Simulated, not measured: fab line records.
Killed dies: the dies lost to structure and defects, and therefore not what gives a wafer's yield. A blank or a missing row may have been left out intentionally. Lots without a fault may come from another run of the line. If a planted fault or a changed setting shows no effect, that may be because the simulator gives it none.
fab line records ; flow sky130
record: lots: 6; wafers: 18; last-day: 52
route steps=708 shown VIA4@645 METAL5@661 PAD_OPEN@708
lots that met no fault: from a run of the same line without faults
start-h: hours from the record's first day to the start of the lot's first wafer shown ; wait-h: hours elapsed since this lot's preceding step ; " same as the row above ; L1.1+2: one row covering several wafers at once ; - no value, or no start was given ; * or withheld: withheld ; < > ~ a bound
route shown NAME@n: a module of which the file shows steps, and the number in the route of the first ; usual: the fault-free wafers' mean and standard deviation ; same: alike in all rows ; chamber/n: place in a boat ; sites: per-site readings ; _std_site: the standard deviation of these ; _edge_site: outer sites' mean less inner sites' ; radius-mm: how far each site lies from the wafer's centre ; mask NAME#n: copy n ; behind: the last tool/chamber to shape the wafer ; hold: why the lot went on hold/how many hours it stayed there/how the hold came to an end ; device: which transistor (n, p or np) failed to switch ; end of line: the tests these same wafers got at the end of their route ; a step given without rows: its recipe and nothing more ; killed: the dies lost at the first sort to structure and to defects; this is not the yield of the wafer ; map: per-die view of a wafer (x killed, . not killed, _ where there is no die)
set.NAME: the setting as run; set.NAME@STEP: as run at that earlier step ; model.NAME: the simulator's own value behind a step, which no gauge read
lots at selected steps of the route; one table per step, one row per wafer
services: the hour from which a tool's chamber was out of use, counted from the record's first day as start-h (under 0 if before that day), plus the number of hours and why
== steps ==
step: SKY_VIA4_COAT_06
recipe: resist: NOVOLAK; spin-rpm: 3000; resist-thk-nm: 1140
step: SKY_VIA4_SOFTBAKE_07
recipe: temp-c: 90; time-s: 60; resist: NOVOLAK
step: SKY_VIA4_EXPOSE_08
recipe: mask-id: VIM4; na: 0.6; source-shape: conventional; sigma-outer: 0.6; polarization: unpolarized; target-cd-nm: 800; dose-mj: 132
step: SKY_VIA4_PEB_09
recipe: temp-c: withheld; time-s: *; resist: NOVOLAK
step: SKY_VIA4_DEVELOP_10
recipe: resist: NOVOLAK; developer: TMAH; develop-time-s: 60; dev-temp-c: 23
step: SKY_VIA4_OVL_MEAS_11
usual: VIA4_OVL: 0.0/1.4
lot.wafer;tool;chamber;start-h;wait-h;VIA4_OVL[nm]
L429.1;overlay-01;-;1064.75;0.1;2.0
L429.4;overlay-01;-;1064.75;0.1;1.3
L429.5;overlay-01;-;1064.75;0.1;2.6
L440.1;overlay-01;-;1171.75;0.1;-0.4
L440.3;overlay-01;-;1171.75;0.1;-0.4
L440.6;overlay-01;-;1171.75;0.1;0.0
L441.1;overlay-02;-;1180.57;0.1;-0.8
L441.2;overlay-02;-;1180.57;0.1;-1.2
L441.6;overlay-02;-;1180.57;0.1;-1.9
L444.3;overlay-02;-;1181.26;0.1;-0.4
L444.5;overlay-02;-;1181.26;0.1;1.2
L444.6;overlay-02;-;1181.26;0.1;-0.2
L442.2;overlay-02;-;1184.70;0.1;-0.3
L442.5;overlay-02;-;1184.70;0.1;0.1
L442.6;overlay-02;-;1184.70;0.1;0.4
L449.2;overlay-02;-;1186.63;0.1;-0.6
L449.5;overlay-02;-;1186.63;0.1;-1.6
L449.6;overlay-02;-;1186.63;0.1;-2.5
step: SKY_VIA4_ETCH_12
recipe: target: SiO2; chemistry: C4F8/O2/Ar; stop-on: TiN; mask-material: NOVOLAK; source-w: 1500; bias-w: 1200; pressure-mtorr: 40; c4f8-flow-sccm: withheld; O2_flow_sccm: 6; Ar_flow_sccm: 300; time-s: withheld; target-depth-a: 5800
usual: oes-product-au: 0.926/0.0048
lot.wafer;tool;chamber;start-h;wait-h;oes-product-au
L429.1;rie-diel-03;0;1064.78;0.0;0.918
L429.4;rie-diel-03;0;1064.78;0.0;0.923
L429.5;rie-diel-03;1;1064.78;0.0;0.924
L440.1;rie-diel-01;3;1171.78;0.0;0.923
L440.3;rie-diel-01;2;1171.78;0.0;0.925
L440.6;rie-diel-01;0;1171.78;0.0;0.917
L441.1;rie-diel-01;1;1180.61;0.0;0.926
L441.2;rie-diel-01;2;1180.61;0.0;0.927
L441.6;rie-diel-01;2;1180.61;0.0;0.925
L444.3;rie-diel-03;1;1181.28;0.0;0.921
L444.5;rie-diel-03;0;1181.28;0.0;0.925
L444.6;rie-diel-03;1;1181.28;0.0;0.930
L442.2;rie-diel-02;0;1184.73;0.0;0.920
L442.5;rie-diel-02;2;1184.73;0.0;0.925
L442.6;rie-diel-02;1;1184.73;0.0;0.928
L449.2;rie-diel-03;0;1186.66;0.0;0.920
L449.5;rie-diel-03;2;1186.66;0.0;0.931
L449.6;rie-diel-03;1;1186.66;0.0;0.920
step: SKY_VIA4_STRIP_13
recipe: chemistry: O2/N2; power-w: 1400; pressure-mtorr: 1500; platen-temp-c: withheld; o2-flow-sccm: 3000; n2-flow-sccm: 300; overash-fraction: 0.5
usual: drypump-motor-current-A: 5.69/0.24; n2-flow-sccm: 300.0/0.85; oes-product-au: 0.710/0.0041; strip-time-to-endpoint-s: 12.81/0.033
same: overash-fraction: 0.5
lot.wafer;tool;chamber;start-h;wait-h;drypump-motor-current-A;n2-flow-sccm;oes-product-au;rf-hours-counter-h;strip-time-to-endpoint-s
L429.1;plasma-asher-03;0;1064.86;-;5.46;300.1;0.710;0;12.84
L429.4;plasma-asher-03;0;1064.86;-;5.46;298.8;0.717;-;12.81
L429.5;plasma-asher-03;0;1064.86;-;5.44;299.2;0.709;-;12.78
L440.1;plasma-asher-03;0;1171.86;-;5.46;298.7;0.712;11;12.84
L440.3;plasma-asher-03;0;1171.86;-;5.46;300.4;0.712;-;12.82
L440.6;plasma-asher-03;1;1171.86;-;5.18;301.0;0.717;-;12.84
L441.1;plasma-asher-04;1;1180.68;-;5.76;299.0;0.714;109;12.81
L441.2;plasma-asher-04;0;1180.68;-;5.80;299.0;0.708;109;12.79
L441.6;plasma-asher-04;0;1180.68;-;5.80;299.9;0.701;-;12.82
L444.3;plasma-asher-03;0;1181.39;-;5.44;300.3;0.702;-;12.83
L444.5;plasma-asher-03;0;1181.39;-;5.47;299.5;0.711;-;12.79
L444.6;plasma-asher-03;1;1181.39;-;5.14;299.8;0.711;-;12.84
L442.2;plasma-asher-04;1;1184.81;-;5.79;299.3;0.714;109;12.78
L442.5;plasma-asher-04;0;1184.81;-;5.80;298.3;0.714;-;12.79
L442.6;plasma-asher-04;1;1184.81;-;5.81;300.6;0.716;-;12.78
L449.2;plasma-asher-03;0;1186.73;-;5.45;299.3;0.710;12;12.82
L449.5;plasma-asher-03;0;1186.73;-;5.44;298.8;0.708;-;12.83
L449.6;plasma-asher-03;1;1186.73;-;5.16;301.0;0.705;-;12.87
step: SKY_VIA4_STRIP_14
recipe: chemistry: post-etch-residue-remover; time-s: 1200; temp-c: 72.5
step: SKY_VIA4_CLEAN_15
recipe: chemistry: IPA; time-s: 180; temp-c: 25
step: SKY_VIA4_CLEAN_16
recipe: chemistry: O3/DIW; dry: n2-spin
step: SKY_VIA4_SPUTTER_17
recipe: material: TiN; target-thk-nm: 20; chamber-pressure-pa: 5; power-w: 4000; time-s: 80
usual: throttle-valve-pct: 29.7/1.1
lot.wafer;tool;chamber;start-h;wait-h;throttle-valve-pct
L429.1;pvd-sputter-03;-;1065.45;0.0;29.0
L429.4;pvd-sputter-03;-;1065.45;0.0;30.5
L429.5;pvd-sputter-03;-;1065.45;0.0;29.2
L440.1;pvd-sputter-04;-;1172.49;0.0;29.0
L440.3;pvd-sputter-04;-;1172.49;0.0;29.7
L440.6;pvd-sputter-04;-;1172.49;0.0;29.1
L441.1;pvd-sputter-03;-;1181.27;0.0;30.6
L441.2;pvd-sputter-03;-;1181.27;0.0;28.3
L441.6;pvd-sputter-03;-;1181.27;0.0;30.3
L444.3;pvd-sputter-04;-;1181.95;0.0;29.5
L444.5;pvd-sputter-04;-;1181.95;0.0;29.9
L444.6;pvd-sputter-04;-;1181.95;0.0;29.5
L442.2;pvd-sputter-02;-;1185.40;0.0;29.6
L442.5;pvd-sputter-02;-;1185.40;0.0;29.9
L442.6;pvd-sputter-02;-;1185.40;0.0;30.6
L449.2;pvd-sputter-03;-;1187.32;0.0;30.3
L449.5;pvd-sputter-03;-;1187.32;0.0;30.3
L449.6;pvd-sputter-03;-;1187.32;0.0;28.3
step: SKY_VIA4_CVD_18
recipe: material: W; target-thk-nm: 505; time-s: 152.14; temp-c: 400; pressure-torr: 40
usual: heater-power-w: 847/95
lot.wafer;tool;chamber;start-h;wait-h;heater-power-w;model.W_of_VIA4_CVD_18.thk-nm
L429.1;cvd-w-02;0;1065.51;0.0;791;494
L429.4;cvd-w-02;1;1065.51;0.0;864;492
L429.5;cvd-w-02;0;1065.51;0.0;793;494.9
L440.1;cvd-w-01;0;1172.55;0.0;997;508.2
L440.3;cvd-w-01;0;1172.55;0.0;995;503.5
L440.6;cvd-w-01;0;1172.55;0.0;1014;505.6
L441.1;cvd-w-01;0;1181.33;0.0;1001;513.3
L441.2;cvd-w-01;1;1181.33;0.0;736;811.9
L441.6;cvd-w-01;0;1181.33;0.0;997;822.3
L444.3;cvd-w-02;0;1182.06;0.1;795;508.8
L444.5;cvd-w-02;0;1182.06;0.1;794;504.6
L444.6;cvd-w-02;1;1182.06;0.1;899;508.1
L442.2;cvd-w-01;1;1185.46;0.0;733;801.8
L442.5;cvd-w-01;1;1185.46;0.0;735;496.3
L442.6;cvd-w-01;0;1185.46;0.0;985;825
L449.2;cvd-w-02;0;1187.38;0.0;790;502.7
L449.5;cvd-w-02;1;1187.38;0.0;894;503.8
L449.6;cvd-w-02;0;1187.38;0.0;789;506.6
step: SKY_VIA4_RS_MEAS_19
recipe: thk-meas-gauge: four-point-probe; reads: W_of_VIA4_CVD_18+TiN_of_VIA4_SPUTTER_17
usual: VIA4_W_RS: 0.227/0.0031
lot.wafer;tool;chamber;start-h;wait-h;VIA4_W_RS[ohm/sq]
L429.1;film-metro-04;-;1065.66;0.1;0.232
L429.4;film-metro-04;-;1065.66;0.1;0.232
L429.5;film-metro-04;-;1065.66;0.1;0.231
L440.1;film-metro-04;-;1172.71;0.1;0.225
L440.3;film-metro-04;-;1172.71;0.1;0.227
L440.6;film-metro-04;-;1172.71;0.1;0.226
L441.1;film-metro-02;-;1181.48;0.1;0.223
L441.2;film-metro-02;-;1181.48;0.1;0.141
L441.6;film-metro-02;-;1181.48;0.1;0.138
L444.3;film-metro-04;-;1182.20;0.1;0.225
L444.5;film-metro-04;-;1182.20;0.1;0.227
L444.6;film-metro-04;-;1182.20;0.1;0.225
L442.2;film-metro-04;-;1185.63;0.1;0.142
L442.5;film-metro-04;-;1185.63;0.1;0.230
L442.6;film-metro-04;-;1185.63;0.1;0.138
L449.2;film-metro-02;-;1187.55;0.1;0.227
L449.5;film-metro-02;-;1187.55;0.1;0.226
L449.6;film-metro-02;-;1187.55;0.1;0.226
step: SKY_VIA4_THK_MEAS_20
recipe: thk-meas-gauge: xrf; reads: W_of_VIA4_CVD_18
usual: VIA4_W_THK: 491/7.2
lot.wafer;tool;chamber;start-h;wait-h;VIA4_W_THK[nm]
L429.1;film-metro-04;-;1065.78;0.1;480
L429.4;film-metro-04;-;1065.78;0.1;484
L429.5;film-metro-04;-;1065.78;0.1;484
L440.1;film-metro-04;-;1172.83;0.1;497
L440.3;film-metro-04;-;1172.83;0.1;490
L440.6;film-metro-04;-;1172.83;0.1;495
L441.1;film-metro-02;-;1181.60;0.1;501
L441.2;film-metro-02;-;1181.60;0.1;777
L441.6;film-metro-02;-;1181.60;0.1;792
L444.3;film-metro-04;-;1182.30;0.1;496
L444.5;film-metro-04;-;1182.30;0.1;492
L444.6;film-metro-04;-;1182.30;0.1;495
L442.2;film-metro-04;-;1185.74;0.1;778
L442.5;film-metro-04;-;1185.74;0.1;484
L442.6;film-metro-04;-;1185.74;0.1;796
L449.2;film-metro-02;-;1187.66;0.1;492
L449.5;film-metro-02;-;1187.66;0.1;492
L449.6;film-metro-02;-;1187.66;0.1;493
step: SKY_VIA4_CMP_21
recipe: stop-on: SiO2; t-overpolish-s: 25; down-force-psi: 3.5; platen-rpm: 60; target-thk-nm: 0; pad-velocity-m-s: 0.94248
usual: edge-zone-pressure-frac: 1.001/0.0051; motor-current-A: 11.4/0.88; time-to-endpoint-s: 124/7
lot.wafer;tool;chamber;start-h;wait-h;edge-zone-pressure-frac;motor-current-A;time-to-endpoint-s
L429.1;cmp-02;3;1065.84;0.1;1.001;11.1;116
L429.4;cmp-02;2;1065.84;0.1;0.988;12.7;119
L429.5;cmp-02;0;1065.84;0.1;0.997;10.3;125
L440.3;cmp-02;3;1172.94;0.1;1.004;11.3;115
L440.1;cmp-02;1;1172.94;0.1;1.001;11.5;137
L440.6;cmp-02;2;1172.94;0.1;1.002;12.2;116
L441.2;cmp-01;1;1181.66;0.0;1.011;10.4;193
L441.1;cmp-01;2;1181.66;0.0;1.006;12.8;137
L441.6;cmp-01;1;1181.66;0.0;1.010;9.8;193
L444.3;cmp-01;1;1182.44;0.1;0.999;10.2;118
L444.5;cmp-01;1;1182.44;0.1;0.993;9.7;118
L444.6;cmp-01;2;1182.44;0.1;1.002;11.9;133
L442.2;cmp-01;0;1185.79;0.0;0.996;11.6;214
L442.5;cmp-01;0;1185.79;0.0;0.992;12.4;131
L442.6;cmp-01;1;1185.79;0.0;0.993;9.7;200
L449.2;cmp-02;3;1187.89;0.2;1.006;11.1;112
L449.5;cmp-02;1;1187.89;0.2;0.996;10.7;132
L449.6;cmp-02;2;1187.89;0.2;1.005;11.5;116
step: SKY_METAL5_SPUTTER_00
recipe: material: Ti; target-thk-nm: 15; power-w: 3000; time-s: 10; chamber-pressure-pa: 0.4
usual: throttle-valve-pct: 29.8/1.2
lot.wafer;tool;chamber;start-h;wait-h;throttle-valve-pct
L429.1;pvd-sputter-01;-;1066.14;0.2;28.9
L429.4;pvd-sputter-01;-;1066.14;0.2;29.1
L429.5;pvd-sputter-01;-;1066.14;0.2;29.1
L440.1;pvd-sputter-04;-;1173.19;0.1;29.3
L440.3;pvd-sputter-04;-;1173.19;0.1;29.5
L440.6;pvd-sputter-04;-;1173.19;0.1;29.1
L441.1;pvd-sputter-01;-;1181.96;0.2;29.9
L441.2;pvd-sputter-01;-;1181.96;0.2;28.9
L441.6;pvd-sputter-01;-;1181.96;0.2;28.1
L444.3;pvd-sputter-02;-;1182.74;0.2;30.0
L444.5;pvd-sputter-02;-;1182.74;0.2;30.2
L444.6;pvd-sputter-02;-;1182.74;0.2;30.0
L442.2;pvd-sputter-01;-;1186.09;0.2;29.1
L442.5;pvd-sputter-01;-;1186.09;0.2;29.1
L442.6;pvd-sputter-01;-;1186.09;0.2;28.0
L449.2;pvd-sputter-04;-;1188.09;0.1;29.4
L449.5;pvd-sputter-04;-;1188.09;0.1;29.6
L449.6;pvd-sputter-04;-;1188.09;0.1;29.6
step: SKY_PAD_OPEN_PROBE_99
usual: defect-limited-yield: 82.5/1.8; killed_at_M0_to_M3: 45/6.3; killed_at_M4_up: 2.8/1.6; killed-at-contacts: 24/5.1; killed-at-front-end: 14/4.4; killed-at-other: 0.4/0.73; killed-dies: 86/9; killed-open: 47/7.8; killed-short: 39/6.6; sort_bin_3_pad_short: 0.8/0.42; sort_bin_5_function: 10.3/1.4; sort_bin_6_memory: 6.3/1.2; sort-n-pass: 406/9; sort-yield-pct: 82.5/1.8
same: gross-dies: 492; killed-at-back-side: 0; sort_bin_4_leakage[%]: 0; sort_bin_8_speed[%]: 0
lot.wafer;tool;chamber;start-h;wait-h;defect-limited-yield[%];killed_at_M0_to_M3;killed_at_M4_up;killed-at-contacts;killed-at-front-end;killed-at-other;killed-dies;killed-open;killed-short;sort_bin_3_pad_short[%];sort_bin_5_function[%];sort_bin_6_memory[%];sort-n-pass;sort-yield-pct[%]
L440.1;prober-01;-;1229.03;0.1;84.6;39;3;21;13;0;76;45;31;0.4;8.1;6.9;416;84.6
L440.3;prober-01;-;1229.13;0.2;83.5;47;5;13;16;0;81;38;43;1.0;8.7;6.7;411;83.5
L440.6;prober-01;-;1229.28;0.2;83.3;49;2;22;8;1;82;39;43;1.0;9.8;5.9;410;83.3
L441.1;prober-02;-;1235.83;0.1;83.3;43;4;28;7;0;82;45;37;0.8;11.4;4.5;410;83.3
L441.2;prober-02;-;1235.88;0.1;83.9;49;2;20;8;0;79;47;32;0.8;11.0;4.3;413;83.9
L441.6;prober-02;-;1236.08;0.2;83.3;46;5;25;6;0;82;45;37;0.8;8.9;6.9;410;83.3
L442.2;prober-02;-;1241.21;0.1;82.9;44;4;20;16;0;84;49;35;0.8;11.2;5.1;408;82.9
L442.5;prober-02;-;1241.36;0.2;80.7;51;3;17;24;0;95;43;52;1.0;10.8;7.5;397;80.7
L442.6;prober-02;-;1241.41;0.2;86.4;42;1;14;10;0;67;35;32;0.4;7.1;6.1;425;86.4
killed by level:class
L440.1 VIA2:geometric-particle:open=8 VIA1:geometric-particle:open=7 LI_CONTACT:geometric-particle:open=7 CONTACT:geometric-particle:open=6 VIA3:geometric-particle:open=5 CONTACT:geometric-particle:short=5 METAL1:geometric-particle:short=5 FIELD_ISO:geometric-particle:open=4
L440.3 VIA1:geometric-particle:open=12 FIELD_ISO:geometric-particle:short=7 VIA2:geometric-particle:open=7 METAL1:geometric-particle:short=6 METAL2:geometric-particle:short=6 VIA3:geometric-particle:open=5 POLY_GATE:geometric-particle:short=4 LI_CONTACT:geometric-particle:open=3
L440.6 VIA1:geometric-particle:open=10 METAL3:geometric-particle:short=7 VIA2:geometric-particle:open=7 VIA3:geometric-particle:open=7 LOCAL_INTERCONNECT:geometric-particle:short=6 LI_CONTACT:geometric-particle:open=5 CONTACT:geometric-particle:open=5 METAL2:geometric-particle:short=5
L441.1 VIA1:geometric-particle:open=10 LI_CONTACT:geometric-particle:open=9 VIA2:geometric-particle:open=8 LOCAL_INTERCONNECT:geometric-particle:short=6 CONTACT:geometric-particle:open=5 VIA1:geometric-particle:short=5 METAL3:geometric-particle:short=4 LOCAL_INTERCONNECT:geometric-particle:open=3
L441.2 VIA1:geometric-particle:open=16 VIA1:geometric-particle:short=9 LI_CONTACT:geometric-particle:open=7 VIA3:geometric-particle:open=5 CONTACT:geometric-particle:open=4 VIA2:geometric-particle:open=4 CONTACT:geometric-particle:short=3 METAL1:geometric-particle:short=3
L441.6 METAL2:geometric-particle:short=11 CONTACT:geometric-particle:open=10 VIA1:geometric-particle:open=10 LI_CONTACT:geometric-particle:open=9 VIA2:geometric-particle:open=7 METAL1:geometric-particle:short=6 LOCAL_INTERCONNECT:geometric-particle:short=3 VIA1:geometric-particle:short=3
L442.2 VIA1:geometric-particle:open=12 CONTACT:geometric-particle:open=8 CONTACT:geometric-particle:short=7 VIA2:geometric-particle:open=7 FIELD_ISO:geometric-particle:open=5 METAL2:geometric-particle:short=4 METAL1:geometric-particle:short=4 METAL2:geometric-particle:open=4
L442.5 VIA2:geometric-particle:open=10 METAL1:geometric-particle:short=8 METAL2:geometric-particle:short=8 FIELD_ISO:geometric-particle:short=7 VIA1:geometric-particle:open=7 LI_CONTACT:geometric-particle:open=4 FIELD_ISO:geometric-particle:open=4 POLY_GATE:geometric-particle:short=4
L442.6 VIA3:geometric-particle:open=9 VIA1:geometric-particle:open=8 METAL2:geometric-particle:short=7 CONTACT:geometric-particle:open=5 METAL1:geometric-particle:short=5 VIA2:geometric-particle:open=4 LI_CONTACT:geometric-particle:short=4 VIA1:geometric-particle:short=4
== services ==
tool;chamber;start-h;hours;kind
cvd-w-01;1;1044.79;2.3;repair
plasma-asher-03;-;1055.25;9.0;pm
plasma-asher-03;0;1055.25;9.0;vent-cycle
plasma-asher-03;1;1055.25;9.0;vent-cycle
plasma-asher-03;0;1064.25;-;clean
pvd-sputter-04;-;1064.81;2.5;repair
rie-diel-01;-;1070.12;2.8;pm
cmp-02;-;1084.15;4.0;pm
cvd-w-02;1;1085.85;21.4;repair
cvd-w-01;-;1087.23;1.0;repair
pvd-sputter-03;-;1102.28;3.6;repair
rie-diel-01;2;1104.72;2.4;repair
pvd-sputter-04;-;1107.19;1.0;repair
cvd-w-01;-;1138.55;0.9;repair
cvd-w-01;1;1140.17;14.7;repair
cmp-02;-;1152.42;0.9;repair
cmp-02;-;1155.33;0.5;repair
cmp-01;-;1165.58;3.1;repair
cvd-w-01;0;1167.04;3.3;repair
cvd-w-02;-;1172.66;0.2;repair
pvd-sputter-01;-;1173.37;3.1;repair
cvd-w-02;-;1174.91;4.3;repair
rie-diel-02;3;1176.63;8.5;repair
cmp-02;-;1178.79;0.6;repair
== key ==
first-sign: step: SKY_VIA4_RS_MEAS_19; reading: VIA4_W_RS; direction: down; sigmas: 28; usual: 0.227; struck: 0.140
effect: step: SKY_VIA4_THK_MEAS_20; reading: VIA4_W_THK; direction: up; sigmas: 41; usual: 491; struck: 786
effect: step: SKY_VIA4_CMP_21; reading: time-to-endpoint-s; direction: up; sigmas: 11; usual: *; struck: *
model-effect: step: SKY_VIA4_CVD_18; value: W_of_VIA4_CVD_18.thk-nm; without: 505.8; struck: 815.3
met-at SKY_VIA4_CVD_18
struck-wafers L441.2,L441.6,L442.2,L442.6
onset-between 1172.55 1181.33
fault: kind: process-parameter-drift; tool: cvd-w-01; chamber: -; onset-h: 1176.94; steps: SKY_VIA4_CVD_18; channel: target-thk-nm; offset: 310.83; shape: step; end-h: 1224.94; scope: struck-wafers-only; acts-in: these-recipes-only; stated: 505
